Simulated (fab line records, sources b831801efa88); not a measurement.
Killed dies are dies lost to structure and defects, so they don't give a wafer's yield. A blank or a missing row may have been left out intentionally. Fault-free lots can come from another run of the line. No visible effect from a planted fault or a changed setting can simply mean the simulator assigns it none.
fab line records	flow gf180mcu
record: lots: 5	wafers: 27
route steps=602 shown DUAL_GATE@156 CONTACT@309 M1@331 M2@362 V3@431 M4@459 MIM@506 TOP_METAL@571
start_h: start of the lot's first displayed wafer, in hours after the record's first day	wait_h: how many hours have passed since the lot's step before this one	" repeats the value in the row above	L1.1+2: one row covering several wafers at once	- no value present, or no start provided	* or withheld: withheld	< > ~ a bound
route shown NAME@n: names a module that has steps shown in the file, with the first one's number in the route	usual: mean/standard deviation taken from wafers without a fault	same: alike in all rows	chamber/n: place in a boat	sites: each site's reading	_std_site: standard deviation of those values	_edge_site: outer sites' mean less inner sites'	radius_mm: how far each site lies from the wafer's centre	mask NAME#n: copy n	behind: the most recent tool/chamber to have shaped the wafer	hold: what put the lot on hold/how long, in hours/how the hold closed	device: the n, p or np transistor that did not switch	end of line: tests run on the same wafers once the route is complete	step lacking rows: just its recipe	killed: not the wafer's yield, but the dies lost to structure and defects at the first sort	map: shows each die of a wafer: x if killed, . if not, _ if none is there
set.NAME: the setting that was run; set.NAME@STEP: the one run at that earlier step	model.NAME: the simulator's own value behind a step, which no gauge read
lots whose settings were changed on purpose; a table a step, a row a wafer
== steps ==
step: GF_DUAL_GATE_OXIDATION_15
recipe: temp_c: 850	ambient: O2	stabilise_s: 600	purge_s: 300	target_thk_a: 70.98	ox_time_s: 1995
lot.wafer	tool	chamber	start_h	wait_h	set.ox_time_s	model.SiO2_of_DUAL_GATE_OXIDATION_02.thk_nm
L076.1	-	-	-	0.0	1650	13.75
L076.2	"	-	"	"	1650	13.69
L076.3	"	-	"	"	1650	13.76
L076.4+6	"	-	"	"	1650	13.81
L076.5	"	-	"	"	1650	13.86
L079.2	furnace-02	0	218.07	0.5	1995	14.49
L079.3	"	0	"	"	1995	14.44
L079.6	"	0	"	"	1995	14.57
L080.1+5	-	-	-	0.7	1995	14.56
L080.2	"	-	"	"	1995	14.52
L080.3	"	-	"	"	1995	14.28
L080.4	"	-	"	"	1995	14.4
L080.6	"	-	"	"	1995	14.42
L081.1	-	-	-	1.0	1013	12.46
L081.2	"	-	"	"	1013	12.54
L081.3	"	-	"	"	1013	12.6
L081.4	"	-	"	"	1013	12.69
L081.5	"	-	"	"	1013	12.5
L081.6	"	-	"	"	1013	12.48
L084.1	-	-	-	3.4	2637	15.79
L084.2	"	-	"	"	2637	15.77
L084.3	"	-	"	"	2637	15.65
L084.4	"	-	"	"	2637	15.66
L084.5	"	-	"	"	2637	15.64
L084.6	"	-	"	"	2637	15.67
step: GF_CONTACT_SPUTTER_22
recipe: material: Ti	target_thk_nm: 15	chamber_pressure_pa: 5	power_w: 2500	substrate_temp_c: 200	time_s: 80.02
lot.wafer	tool	chamber	start_h	wait_h	set.time_s	model.Ti_of_CONTACT_SPUTTER_22.thk_nm
L076.1	pvd_sputter-02	-	387.12	0.0	80.02	14.92
L076.2	"	-	"	"	123	23.31
L076.3+4	"	-	"	"	123	23.15
L076.5	"	-	"	"	80.02	15.48
L076.6	"	-	"	"	80.02	15.04
L079.2	pvd_sputter-03	-	413.35	0.0	80.02	15.24
L079.3	"	-	"	"	80.02	15.08
L079.6	"	-	"	"	80.02	15.11
L081.1	pvd_sputter-01	-	423.42	0.0	80.02	14.91
L081.2	"	-	"	"	110.6	20.81
L081.3	"	-	"	"	110.6	20.73
L081.4	"	-	"	"	110.6	20.77
L081.5	"	-	"	"	80.02	15.06
L081.6	"	-	"	"	80.02	14.92
L080.1	pvd_sputter-03	-	425.31	0.0	80.02	15.04
L080.2	"	-	"	"	80.02	15.23
L080.3	"	-	"	"	80.02	15.09
L080.4	"	-	"	"	80.02	15.02
L080.5	"	-	"	"	80.02	15.03
L080.6	"	-	"	"	80.02	15.28
L084.1	pvd_sputter-02	-	456.42	0.0	55.17	10.7
L084.2	"	-	"	"	80.02	15.13
L084.3	"	-	"	"	55.17	10.38
L084.4	"	-	"	"	80.02	15.02
L084.5	"	-	"	"	55.17	10.53
L084.6	"	-	"	"	80.02	15.31
step: GF_M1_METAL_ETCH_16
recipe: chemistry: Cl2/BCl3	mask_material: KrF	target_depth_nm: 627.5	stop_on: SiO2	pressure_mtorr: 8	icp_w: 800	bias_w: 140	Cl2_flow_sccm: 80	bcl3_flow_sccm: 40	time_s: 104.6
usual: oes_product_au: 0.974/0.0068
lot.wafer	tool	chamber	start_h	wait_h	set.time_s	oes_product_au	model.M1.feature_depth_nm	model.KrF_of_M1_COAT_09.thk_nm
L076.1	rie_metal-02	1	411.12	0.0	104.6	0.973	605.6	741.9
L076.2	"	0	"	"	135.6	0.961	620.5	660.2
L076.3	"	0	"	"	135.6	0.964	620.2	663
L076.4	"	1	"	"	104.6	0.988	614.8	744.7
L076.5	"	0	"	"	104.6	0.978	608.8	737.8
L076.6	"	1	"	"	135.6	0.951	613.9	670.1
L079.2	rie_metal-03	0	438.52	0.0	104.6	0.965	604.2	749.8
L079.3	"	1	"	"	104.6	0.970	602.5	743.3
L079.6	"	0	"	"	104.6	0.969	605.2	752.8
L081.1	rie_metal-02	0	448.01	0.0	104.6	0.979	605	742.6
L081.2	"	1	"	"	104.6	0.970	605.7	743
L081.3	"	0	"	"	69.47	1.003	418.5	825
L081.4	"	1	"	"	104.6	0.976	608.2	744.1
L081.5	"	1	"	"	69.47	0.993	412.2	828.2
L081.6	"	0	"	"	69.47	1.000	419.6	824.4
L080.1	rie_metal-04	1	450.44	0.0	145.6	0.923	599.3	647.2
L080.2	"	0	"	"	104.6	0.976	605.6	743.7
L080.3	"	1	"	"	104.6	0.971	601.1	740.8
L080.4	"	0	"	"	145.6	0.932	603.8	644
L080.5	"	1	"	"	104.6	0.981	599.2	744.2
L080.6	"	0	"	"	145.6	0.948	603.1	647.6
L084.1	rie_metal-04	1	480.47	0.0	104.6	0.974	602.9	745.2
L084.2	"	0	"	"	64.19	1.007	383.1	840.3
L084.3	"	0	"	"	104.6	0.962	595.2	746.8
L084.4	"	1	"	"	104.6	0.981	607.1	749.2
L084.5	"	0	"	"	64.19	0.996	381.8	840.2
L084.6	"	1	"	"	64.19	0.994	379.5	839.9
step: GF_M1_STRIP_17
recipe: chemistry: O2/N2	power_w: 1400	pressure_mtorr: 1500	platen_temp_c: 250	o2_flow_sccm: 3000	n2_flow_sccm: 300	overash_fraction: 0.5
usual: oes_product_au: 0.561/0.005	strip_time_to_endpoint_s: 7.95/0.039
lot.wafer	tool	chamber	start_h	wait_h	set.time_s@M1_METAL_ETCH_16	oes_product_au	strip_time_to_endpoint_s
L076.1	plasma_asher-02	1	411.24	0.1	104.6	0.555	7.94
L076.2	"	0	"	"	135.6	0.521	7.14
L076.3	"	0	"	"	135.6	0.525	7.16
L076.4	"	1	"	"	104.6	0.549	7.95
L076.5	"	1	"	"	104.6	0.562	7.91
L076.6	"	0	"	"	135.6	0.538	7.23
L079.2	plasma_asher-02	1	438.64	0.1	104.6	0.564	8.02
L079.3	"	0	"	"	104.6	0.554	7.97
L079.6	"	1	"	"	104.6	0.562	8.04
L081.1	plasma_asher-02	0	448.12	0.1	104.6	0.558	7.95
L081.2	"	1	"	"	104.6	0.559	7.95
L081.3	"	1	"	"	69.47	0.598	8.73
L081.4	"	0	"	"	104.6	0.558	7.97
L081.5	"	0	"	"	69.47	0.596	8.78
L081.6	"	1	"	"	69.47	0.593	8.73
L080.1	plasma_asher-02	1	450.56	0.1	145.6	0.520	7.02
L080.2	"	0	"	"	104.6	0.560	7.95
L080.3	"	0	"	"	104.6	0.559	7.92
L080.4	"	1	"	"	145.6	0.527	7.00
L080.5	"	0	"	"	104.6	0.566	7.96
L080.6	"	1	"	"	145.6	0.521	7.02
L084.1	plasma_asher-01	1	480.58	0.1	104.6	0.560	7.99
L084.2	"	0	"	"	64.19	0.598	8.90
L084.3	"	1	"	"	104.6	0.560	8.00
L084.4	"	0	"	"	104.6	0.564	8.01
L084.5	"	0	"	"	64.19	0.593	8.88
L084.6	"	1	"	"	64.19	0.589	8.88
step: GF_M2_SPUTTER_00
recipe: material: Ti	target_thk_nm: 37.5	arriving_ion_energy_ev: 80	substrate_temp_c: 200	chamber_pressure_pa: 2	power_w: 4000	time_s: 150
lot.wafer	tool	chamber	start_h	wait_h	set.time_s	model.Ti_of_M2_SPUTTER_00.thk_nm
L076.1	pvd_sputter-04	-	437.94	0.2	150	37.77
L076.2	"	-	"	"	150	37.56
L076.3	"	-	"	"	68.56	17.32
L076.4	"	-	"	"	68.56	17.7
L076.5	"	-	"	"	68.56	17.09
L076.6	"	-	"	"	150	37.3
L079.2	pvd_sputter-04	-	465.48	0.2	150	37.7
L079.3	"	-	"	"	150	37.53
L079.6	"	-	"	"	150	37.62
L081.1	pvd_sputter-01	-	475.05	0.2	150	38.45
L081.2	"	-	"	"	150	38.23
L081.3	"	-	"	"	150	38.09
L081.4	"	-	"	"	150	38.78
L081.5	"	-	"	"	150	38.42
L081.6	"	-	"	"	150	38.19
L080.1	pvd_sputter-01	-	477.08	0.1	150	37.59
L080.2	"	-	"	"	150	37.69
L080.3	"	-	"	"	218.8	55.18
L080.4	"	-	"	"	150	37.49
L080.5	"	-	"	"	218.8	54.79
L080.6	"	-	"	"	218.8	55.23
L084.1	pvd_sputter-01	-	505.88	0.2	150	38.13
L084.2	"	-	"	"	150	38.56
L084.3	"	-	"	"	150	38.02
L084.4	"	-	"	"	150	38.5
L084.5	"	-	"	"	150	37.9
L084.6	"	-	"	"	150	38.51
step: GF_V3_CVD_02
recipe: material: SiO2	target_thk_nm: 850	precursor: TEOS	temp_c: 400	time_s: 94.851	rf_w: 600
lot.wafer	tool	chamber	start_h	wait_h	set.time_s	model.SiO2_of_V3_CVD_02.thk_nm
L076.1	pecvd-04	2	515.05	0.1	94.851	840.9
L076.2	"	0	"	"	94.851	840.3
L076.3	"	1	"	"	94.851	842.1
L076.4	"	0	"	"	94.851	842.6
L076.5	"	1	"	"	94.851	865.3
L076.6	"	2	"	"	94.851	860.8
L079.2	pecvd-04	1	540.54	0.0	94.851	845.6
L079.3	"	0	"	"	94.851	832.5
L079.6	"	2	"	"	94.851	854.1
L081.1	pecvd-02	1	549.40	0.1	94.851	840.7
L081.2	"	2	"	"	94.851	831.6
L081.3	"	0	"	"	45.01	397.8
L081.4	"	1	"	"	45.01	410.8
L081.5	"	2	"	"	94.851	852.2
L081.6	"	0	"	"	45.01	398.6
L080.1	pecvd-04	2	550.91	0.1	94.851	843.6
L080.2	"	0	"	"	57.55	502.6
L080.3	"	1	"	"	94.851	847.5
L080.4	"	2	"	"	57.55	522.2
L080.5	"	1	"	"	94.851	846.7
L080.6	"	0	"	"	57.55	507.8
L084.1	pecvd-04	1	578.49	0.1	94.851	847.3
L084.2	"	0	"	"	94.851	846.8
L084.3	"	2	"	"	94.851	850.2
L084.4	"	2	"	"	94.851	871.2
L084.5	"	0	"	"	94.851	856.4
L084.6	"	1	"	"	94.851	860.8
step: GF_V3_THK_MEAS_03
recipe: reads: SiO2_of_V3_CVD_02
usual: V3_CVD_02_THK: 848/9.7
lot.wafer	tool	chamber	start_h	wait_h	set.time_s@V3_CVD_02	V3_CVD_02_THK[nm]
L076.1	film_metro-01	-	515.12	0.0	94.851	841
L076.2	"	-	"	"	94.851	840
L076.3	"	-	"	"	94.851	842
L076.4	"	-	"	"	94.851	842
L076.5	"	-	"	"	94.851	865
L076.6	"	-	"	"	94.851	861
L079.2	film_metro-03	-	540.62	0.0	94.851	845
L079.3	"	-	"	"	94.851	832
L079.6	"	-	"	"	94.851	854
L081.1	film_metro-03	-	549.46	0.0	94.851	840
L081.2	"	-	"	"	94.851	832
L081.3	"	-	"	"	45.01	398
L081.4	"	-	"	"	45.01	411
L081.5	"	-	"	"	94.851	852
L081.6	"	-	"	"	45.01	399
L080.1	film_metro-01	-	550.98	0.0	94.851	843
L080.2	"	-	"	"	57.55	503
L080.3	"	-	"	"	94.851	847
L080.4	"	-	"	"	57.55	522
L080.5	"	-	"	"	94.851	847
L080.6	"	-	"	"	57.55	508
L084.1	film_metro-04	-	578.56	0.0	94.851	848
L084.2	"	-	"	"	94.851	847
L084.3	"	-	"	"	94.851	851
L084.4	"	-	"	"	94.851	870
L084.5	"	-	"	"	94.851	856
L084.6	"	-	"	"	94.851	861
step: GF_V3_CMP_04
recipe: material: SiO2	down_force_psi: 4	platen_rpm: 60	pad_velocity_m_s: 0.94248
lot.wafer	tool	chamber	start_h	wait_h	set.time_s@V3_CVD_02	model.SiO2_of_V3_CVD_02.thk_nm
L076.2	cmp-02	2	515.18	0.0	94.851	631.9
L076.3	"	3	"	"	94.851	631.2
L076.4	"	0	"	"	94.851	632.1
L076.1	"	1	"	"	94.851	632.8
L076.6	"	2	"	"	94.851	632.3
L076.5	"	3	"	"	94.851	630.7
L079.3	cmp-01	2	540.77	0.1	94.851	633.1
L079.2	"	3	"	"	94.851	631
L079.6	"	0	"	"	94.851	633.2
L081.3	cmp-01	3	549.52	0.0	45.01	397.8
L081.1	"	0	"	"	94.851	631.7
L081.2	"	1	"	"	94.851	630.7
L081.4	"	2	"	"	45.01	410.8
L081.5	"	3	"	"	94.851	631
L081.6	"	0	"	"	45.01	398.6
L080.1	cmp-01	3	551.04	0.1	94.851	633.1
L080.4	"	0	"	"	57.55	522.2
L080.3	"	1	"	"	94.851	632.3
L080.2	"	2	"	"	57.55	502.6
L080.5	"	3	"	"	94.851	632.2
L080.6	"	0	"	"	57.55	507.8
L084.4	cmp-02	3	578.62	0.0	94.851	631.4
L084.1	"	0	"	"	94.851	630.9
L084.3	"	1	"	"	94.851	632.6
L084.2	"	2	"	"	94.851	630.2
L084.5	"	3	"	"	94.851	631.3
L084.6	"	0	"	"	94.851	632.3
step: GF_V3_DEHYDRATE_06
recipe: temp_c: 200	time_s: 60
step: GF_V3_ETCH_16
recipe: chemistry: N2/H2	target_depth_a: withheld	overetch_a: withheld	time_s: withheld	target: BARC	ion_energy_ev: 200	source_w: 500	bias_w: 100	pressure_mtorr: 30	n2_flow_sccm: 100	h2_flow_sccm: 200
step: GF_V3_ETCH_17
recipe: chemistry: C4F8/O2/Ar	mask_material: KrF	target: SiO2	stop_on: TiN	source_w: 1500	bias_w: 1200	pressure_mtorr: 40	c4f8_flow_sccm: withheld	O2_flow_sccm: 6	Ar_flow_sccm: 300	time_s: withheld	target_depth_a: 6350
usual: oes_product_au: 0.856/0.0044
lot.wafer	tool	chamber	start_h	wait_h	set.time_s@V3_CVD_02	oes_product_au	model.V3.feature_depth_nm
L076.1	rie_diel-04	2	-	-	*	0.857	632.8
L076.2	"	3	"	"	*	0.862	631.9
L076.3	"	1	"	"	*	0.852	631.2
L076.4	"	0	"	"	*	0.855	632.1
L076.5	"	3	"	"	*	0.857	630.7
L076.6	"	2	"	"	*	0.856	632.3
L079.2	rie_diel-03	2	-	-	*	0.861	631
L079.3	"	1	"	"	*	0.862	633.1
L079.6	"	3	"	"	*	0.854	633.2
L081.1	rie_diel-03	2	-	-	*	0.854	631.7
L081.2	"	0	"	"	*	0.852	630.7
L081.3	"	1	"	"	*	0.672	397.8
L081.4	"	3	"	"	*	0.684	410.8
L081.5	"	3	"	"	*	0.852	631
L081.6	"	0	"	"	*	0.684	398.6
L080.1	rie_diel-04	2	-	-	*	0.859	633.1
L080.2	"	1	"	"	*	0.752	502.6
L080.3	"	0	"	"	*	0.855	632.3
L080.4	"	3	"	"	*	0.772	522.2
L080.5	"	0	"	"	*	0.845	632.2
L080.6	"	3	"	"	*	0.760	507.8
L084.1	rie_diel-04	0	-	-	*	0.850	630.9
L084.2	"	2	"	"	*	0.858	630.2
L084.3	"	3	"	"	*	0.855	632.6
L084.4	"	1	"	"	*	0.850	631.4
L084.5	"	3	"	"	*	0.855	631.3
L084.6	"	0	"	"	*	0.854	632.3
step: GF_M4_SPUTTER_03
recipe: material: Ti	target_thk_nm: 10	substrate_temp_c: 300	chamber_pressure_pa: 0.3	power_w: 3000	time_s: 6.7
lot.wafer	tool	chamber	start_h	wait_h	set.time_s	model.Ti_of_M4_SPUTTER_03.thk_nm
L076.1	pvd_sputter-01	-	540.25	0.0	6.7	9.811
L076.2	"	-	"	"	6.7	9.969
L076.3	"	-	"	"	6.7	10.2
L076.4	"	-	"	"	6.7	10.23
L076.5	"	-	"	"	6.7	9.984
L076.6	"	-	"	"	6.7	9.937
L079.2	pvd_sputter-04	-	564.86	0.0	6.7	10.06
L079.3	"	-	"	"	6.7	9.882
L079.6	"	-	"	"	6.7	9.937
L081.1	pvd_sputter-01	-	573.73	0.0	3.413	5.372
L081.2	"	-	"	"	3.413	5.429
L081.3	"	-	"	"	3.413	5.144
L081.4	"	-	"	"	6.7	10.08
L081.5	"	-	"	"	6.7	10.09
L081.6	"	-	"	"	6.7	10.23
L080.1	pvd_sputter-01	-	574.33	0.0	9.22	13.65
L080.2	"	-	"	"	9.22	13.72
L080.3	"	-	"	"	6.7	10.22
L080.4	"	-	"	"	6.7	10.06
L080.5	"	-	"	"	9.22	13.89
L080.6	"	-	"	"	6.7	10.1
L084.1	pvd_sputter-03	-	601.70	0.0	9.574	14.39
L084.2	"	-	"	"	9.574	14.72
L084.3	"	-	"	"	9.574	14.44
L084.4+6	"	-	"	"	6.7	10.13
L084.5	"	-	"	"	6.7	10.17
step: GF_MIM_SPUTTER_03
recipe: material: Ti	target_thk_nm: 10	substrate_temp_c: 300	chamber_pressure_pa: 0.3	power_w: 3000	time_s: 6.7
lot.wafer	tool	chamber	start_h	wait_h	set.time_s	model.Ti_of_MIM_SPUTTER_03.thk_nm
L076.1	pvd_sputter-02	-	586.96	0.0	8.388	12.57
L076.2	"	-	"	"	6.7	10.02
L076.3	"	-	"	"	8.388	12.76
L076.4	"	-	"	"	6.7	9.984
L076.5	"	-	"	"	8.388	12.55
L076.6	"	-	"	"	6.7	9.98
L079.2	pvd_sputter-02	-	610.08	0.0	6.7	9.994
L079.3	"	-	"	"	6.7	10.23
L079.6	"	-	"	"	6.7	10.07
L080.1	pvd_sputter-02	-	618.67	0.0	8.877	13.1
L080.2	"	-	"	"	6.7	9.888
L080.3	"	-	"	"	6.7	10.1
L080.4	"	-	"	"	6.7	9.933
L080.5	"	-	"	"	8.877	13.38
L080.6	"	-	"	"	8.877	13.08
L081.1	pvd_sputter-01	-	618.72	0.0	9.329	13.96
L081.2	"	-	"	"	6.7	9.83
L081.3	"	-	"	"	9.329	13.91
L081.4	"	-	"	"	6.7	9.93
L081.5	"	-	"	"	9.329	13.8
L081.6	"	-	"	"	6.7	9.951
L084.1	pvd_sputter-04	-	644.76	0.0	2.9	4.488
L084.2+3	"	-	"	"	6.7	10.2
L084.4	"	-	"	"	2.9	4.549
L084.5	"	-	"	"	6.7	10.24
L084.6	"	-	"	"	2.9	4.407
step: GF_TOP_METAL_SPUTTER_04
recipe: material: TiN	target_thk_nm: 25	power_w: 6500	time_s: 20.8	chamber_pressure_pa: 0.4
lot.wafer	tool	chamber	start_h	wait_h	set.time_s	model.TiN_of_TOP_METAL_SPUTTER_04.thk_nm
L076.1	pvd_sputter-04	-	650.34	0.0	20.8	24.51
L076.2+6	"	-	"	"	20.8	24.86
L076.3	"	-	"	"	20.8	24.61
L076.4	"	-	"	"	20.8	24.56
L076.5	"	-	"	"	20.8	24.85
L079.2	pvd_sputter-04	-	672.12	0.0	20.8	24.79
L079.3	"	-	"	"	20.8	24.83
L079.6	"	-	"	"	20.8	24.93
L080.1	pvd_sputter-03	-	680.56	0.0	15.85	18.94
L080.2	"	-	"	"	20.8	24.45
L080.3	"	-	"	"	15.85	18.57
L080.4	"	-	"	"	15.85	18.89
L080.5	"	-	"	"	20.8	24.39
L080.6	"	-	"	"	20.8	24.91
L081.1	pvd_sputter-04	-	680.77	0.0	26.97	32.23
L081.2+4	"	-	"	"	26.97	32.07
L081.3	"	-	"	"	20.8	24.4
L081.5	"	-	"	"	20.8	24.68
L081.6	"	-	"	"	20.8	24.5
L084.1	pvd_sputter-04	-	705.44	0.0	33.24	39.53
L084.2	"	-	"	"	20.8	24.77
L084.3	"	-	"	"	33.24	39.75
L084.4	"	-	"	"	20.8	24.75
L084.5	"	-	"	"	20.8	24.96
L084.6	"	-	"	"	33.24	39.46
== key ==
split: step: GF_DUAL_GATE_OXIDATION_15	setting: ox_time_s	stated: 1995	by: lot
response: step: GF_DUAL_GATE_OXIDATION_15	reading: model.SiO2_of_DUAL_GATE_OXIDATION_02.thk_nm	change: +0.0388	per: 1%	r: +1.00
split: step: GF_CONTACT_SPUTTER_22	setting: time_s	stated: 80.02	by: wafer
response: step: GF_CONTACT_SPUTTER_22	reading: model.Ti_of_CONTACT_SPUTTER_22.thk_nm	change: +0.15	per: 1%	r: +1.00
split: step: GF_M1_METAL_ETCH_16	setting: time_s	stated: 104.6	by: wafer
response: step: GF_M1_METAL_ETCH_16	reading: oes_product_au	change: -0.000814	per: 1%	r: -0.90
response: step: GF_M1_METAL_ETCH_16	reading: model.M1.feature_depth_nm	shape: bent	at_lowest: 381.5	at_stated: 604.7	at_highest: 602.1
response: step: GF_M1_METAL_ETCH_16	reading: model.KrF_of_M1_COAT_09.thk_nm	change: -2.47	per: 1%	r: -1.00
response: step: GF_M1_STRIP_17	reading: oes_product_au	change: -0.000959	per: 1%	r: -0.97
response: step: GF_M1_STRIP_17	reading: strip_time_to_endpoint_s	change: *	per: 1%	r: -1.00
split: step: GF_M2_SPUTTER_00	setting: time_s	stated: 150	by: wafer
response: step: GF_M2_SPUTTER_00	reading: model.Ti_of_M2_SPUTTER_00.thk_nm	change: +0.376	per: 1%	r: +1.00
split: step: GF_V3_CVD_02	setting: time_s	stated: 94.851	by: wafer
response: step: GF_V3_CVD_02	reading: model.SiO2_of_V3_CVD_02.thk_nm	change: +8.42	per: 1%	r: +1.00
response: step: GF_V3_THK_MEAS_03	reading: V3_CVD_02_THK	change: +8.41	per: 1%	r: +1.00
response: step: GF_V3_CMP_04	reading: model.SiO2_of_V3_CVD_02.thk_nm	change: +3.9	per: 1%	r: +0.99
response: step: GF_V3_ETCH_17	reading: oes_product_au	change: +0.00295	per: 1%	r: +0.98
response: step: GF_V3_ETCH_17	reading: model.V3.feature_depth_nm	change: +3.9	per: 1%	r: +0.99
split: step: GF_M4_SPUTTER_03	setting: time_s	stated: 6.7	by: wafer
response: step: GF_M4_SPUTTER_03	reading: model.Ti_of_M4_SPUTTER_03.thk_nm	change: +0.0991	per: 1%	r: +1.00
split: step: GF_MIM_SPUTTER_03	setting: time_s	stated: 6.7	by: wafer
response: step: GF_MIM_SPUTTER_03	reading: model.Ti_of_MIM_SPUTTER_03.thk_nm	change: +0.101	per: 1%	r: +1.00
split: step: GF_TOP_METAL_SPUTTER_04	setting: time_s	stated: 20.8	by: wafer
response: step: GF_TOP_METAL_SPUTTER_04	reading: model.TiN_of_TOP_METAL_SPUTTER_04.thk_nm	change: +0.248	per: 1%	r: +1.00
